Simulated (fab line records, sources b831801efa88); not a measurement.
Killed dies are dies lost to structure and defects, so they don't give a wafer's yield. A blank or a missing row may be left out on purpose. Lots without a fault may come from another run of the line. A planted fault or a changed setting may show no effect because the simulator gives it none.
Chamber matching | flow gf180mcu | GF_V5_CMP_04 on cmp-02: 4 sister chambers
The step polishes SiO2. 4 wafers are shown with their chamber, then 8 later ones without.

WAFERS WITH THEIR CHAMBER
wafer  | chamber | motor_current_A (A)
L716.5 | 2       | 12.5
L717.3 | 3       | 12.2
L717.6 | 1       | 12.4
L719.3 | 0       | 13.4

WAFERS WITHOUT THEIR CHAMBER
wafer  | motor_current_A (A)
L719.4 | 13.5
L719.5 | 13.0
L726.3 | 12.4
L726.4 | 12.6
L726.5 | 13.4
L728.2 | 13.0
L728.4 | 12.1
L728.6 | 13.2

WHICH CHAMBER EACH WENT THROUGH
wafer  | from the rows above               | in truth
L719.4 | 0                                 | 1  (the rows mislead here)
L719.5 | can't be placed: 0 or 2 or 1 or 3 | 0
L726.3 | can't be placed: 1 or 2 or 3      | 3
L726.4 | can't be placed: 2 or 1 or 3      | 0
L726.5 | 0                                 | 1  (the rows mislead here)
L728.2 | can't be placed: 0 or 2 or 1 or 3 | 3
L728.4 | can't be placed: 3 or 1 or 2      | 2
L728.6 | 0                                 | 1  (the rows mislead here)
Placed correctly: 0 of 8. Can't be placed from these rows: 5 (the true chamber is among the candidates in 4). Placed wrongly: 3.
How it was worked out, from the rows above alone: a wafer's distance from a chamber is the root of the sum, over the readings, of the square of ((its reading less the chamber's mean) divided by the reading's scatter). The wafer belongs to the nearest chamber; if the next one is less than 2 further off, it can't be placed. A chamber's mean is the mean of its shown wafers. The scatter: with one shown wafer a chamber, the root of the mean of the squares of how far each hidden wafer lies from its nearest shown one.
